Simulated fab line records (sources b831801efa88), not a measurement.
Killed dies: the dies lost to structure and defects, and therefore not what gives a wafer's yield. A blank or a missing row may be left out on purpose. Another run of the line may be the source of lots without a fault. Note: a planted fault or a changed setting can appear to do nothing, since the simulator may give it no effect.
Matching of chambers :: flow gf180mcu :: cmp-01 running GF_V4_CMP_26: 4 sister chambers
The step polishes, stops on SiO2, t overpolish 15 s, target thk 0 nm. 14 wafers are shown with their chamber, then 7 later ones without.

== WAFERS WITH THEIR CHAMBER ==
wafer: L257.1
chamber: 0
motor current A (A): 10.0
time to endpoint s (s): 82
platen rpm (rpm): 60.01

wafer: L257.2
chamber: 3
motor current A (A): 10.8
time to endpoint s (s): 88
platen rpm (rpm): 60.01

wafer: L257.3
chamber: 1
motor current A (A): 10.4
time to endpoint s (s): 84
platen rpm (rpm): 59.99

wafer: L266.1
chamber: 3
motor current A (A): 10.7
time to endpoint s (s): 85
platen rpm (rpm): 60.01

wafer: L266.4
chamber: 0
motor current A (A): 10.1
time to endpoint s (s): 81
platen rpm (rpm): 59.99

wafer: L266.5
chamber: 2
motor current A (A): 12.1
time to endpoint s (s): 82
platen rpm (rpm): 60.07

wafer: L267.1
chamber: 1
motor current A (A): 10.9
time to endpoint s (s): 82
platen rpm (rpm): 60.01

wafer: L267.2
chamber: 2
motor current A (A): 11.1
time to endpoint s (s): 86
platen rpm (rpm): 59.99

wafer: L267.6
chamber: 0
motor current A (A): 10.2
time to endpoint s (s): 87
platen rpm (rpm): 60.01

wafer: L269.1
chamber: 0
motor current A (A): 10.3
time to endpoint s (s): 81
platen rpm (rpm): 60.01

wafer: L269.3
chamber: 3
motor current A (A): 11.1
time to endpoint s (s): 87
platen rpm (rpm): 60.06

wafer: L269.6
chamber: 2
motor current A (A): 11.7
time to endpoint s (s): 80
platen rpm (rpm): 60.06

wafer: L270.3
chamber: 0
motor current A (A): 10.2
time to endpoint s (s): 85
platen rpm (rpm): 59.94

wafer: L270.4
chamber: 3
motor current A (A): 11.1
time to endpoint s (s): 87
platen rpm (rpm): 59.97

SIGNATURES (averages over the wafers above)
reading: motor current A
chamber 0: 10.160
chamber 1: 10.650
chamber 2: 11.633
chamber 3: 10.925
scatter within a chamber: 0.285

reading: time to endpoint s
chamber 0: 83.20
chamber 1: 83.00
chamber 2: 82.67
chamber 3: 86.75
scatter within a chamber: 2.33

reading: platen rpm
chamber 0: 59.9920
chamber 1: 60.0000
chamber 2: 60.0400
chamber 3: 60.0125
scatter within a chamber: 0.0343
Rule: a wafer lies at a distance from a chamber equal to the root of the sum of squares, over the readings, of (its reading less the chamber's mean, divided by the reading's scatter). If the next closest chamber is less than 2 further off than the closest, the wafer can't be placed; otherwise it belongs to the closest. The scatter: take each reading less its chamber's mean, square it, sum over the shown wafers, divide by the number of wafers less the number of chambers, and take the root.

== WAFERS WITH NO CHAMBER GIVEN ==
wafer: L270.5
motor current A (A): 10.6
time to endpoint s (s): 82
platen rpm (rpm): 60.03

wafer: L271.2
motor current A (A): 11.7
time to endpoint s (s): 82
platen rpm (rpm): 59.99

wafer: L271.4
motor current A (A): 10.2
time to endpoint s (s): 85
platen rpm (rpm): 60.01

wafer: L271.5
motor current A (A): 10.0
time to endpoint s (s): 86
platen rpm (rpm): 59.99

wafer: L273.1
motor current A (A): 11.1
time to endpoint s (s): 91
platen rpm (rpm): 60.03

wafer: L273.3
motor current A (A): 10.8
time to endpoint s (s): 83
platen rpm (rpm): 60.03

wafer: L273.4
motor current A (A): 12.6
time to endpoint s (s): 83
platen rpm (rpm): 59.97

== THE CHAMBER EACH PASSED THROUGH ==
wafer: L270.5
from the rows above: can't be placed: 1 or 0 or 3
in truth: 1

wafer: L271.2
from the rows above: can't be placed: 2 or 3
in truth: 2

wafer: L271.4
from the rows above: can't be placed: 0 or 1 or 3
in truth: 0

wafer: L271.5
from the rows above: can't be placed: 0 or 1
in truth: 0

wafer: L273.1
from the rows above: can't be placed: 3 or 1
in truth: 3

wafer: L273.3
from the rows above: can't be placed: 1 or 3 or 0 or 2
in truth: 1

wafer: L273.4
from the rows above: 2
in truth: 2
Correctly placed: 1 of 7. Can't be placed from these rows: 6 (the true chamber is among the candidates in 6). 0 placed wrongly.
